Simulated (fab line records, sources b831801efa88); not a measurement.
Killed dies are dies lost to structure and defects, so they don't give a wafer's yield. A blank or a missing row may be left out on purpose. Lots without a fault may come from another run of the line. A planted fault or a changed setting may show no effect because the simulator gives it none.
Chamber matching | flow sfq_line | SFQ_TRILAYER_L0_CAP_PECVD_011 on pecvd-03: 3 sister chambers
The step deposits SiO2 from SiH4/N2O, time 13.333 s, target thk 60 nm. 3 wafers are shown with their chamber, then 8 later ones without.

WAFERS WITH THEIR CHAMBER
wafer  | chamber | throttle_valve_pct (%)
L736.3 | 2       | 23.9
L739.5 | 0       | 22.9
L740.2 | 1       | 23.6

WAFERS WITHOUT THEIR CHAMBER
wafer  | throttle_valve_pct (%)
L740.3 | 22.6
L740.4 | 23.8
L749.1 | 23.8
L749.3 | 24.9
L749.5 | 23.9
L750.1 | 23.6
L750.3 | 22.8
L750.4 | 23.0

WHICH CHAMBER EACH WENT THROUGH
wafer  | from the rows above          | in truth
L740.3 | can't be placed: 0 or 1      | 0
L740.4 | can't be placed: 2 or 1      | 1
L749.1 | can't be placed: 2 or 1      | 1
L749.3 | can't be placed: 2 or 1      | 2
L749.5 | can't be placed: 2 or 1      | 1
L750.1 | can't be placed: 1 or 2 or 0 | 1
L750.3 | can't be placed: 0 or 1      | 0
L750.4 | can't be placed: 0 or 1      | 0
Placed correctly: 0 of 8. Can't be placed from these rows: 8 (the true chamber is among the candidates in 8). Placed wrongly: 0.
How it was worked out, from the rows above alone: a wafer's distance from a chamber is the root of the sum, over the readings, of the square of ((its reading less the chamber's mean) divided by the reading's scatter). The wafer belongs to the nearest chamber; if the next one is less than 2 further off, it can't be placed. A chamber's mean is the mean of its shown wafers. The scatter: with one shown wafer a chamber, the root of the mean of the squares of how far each hidden wafer lies from its nearest shown one.
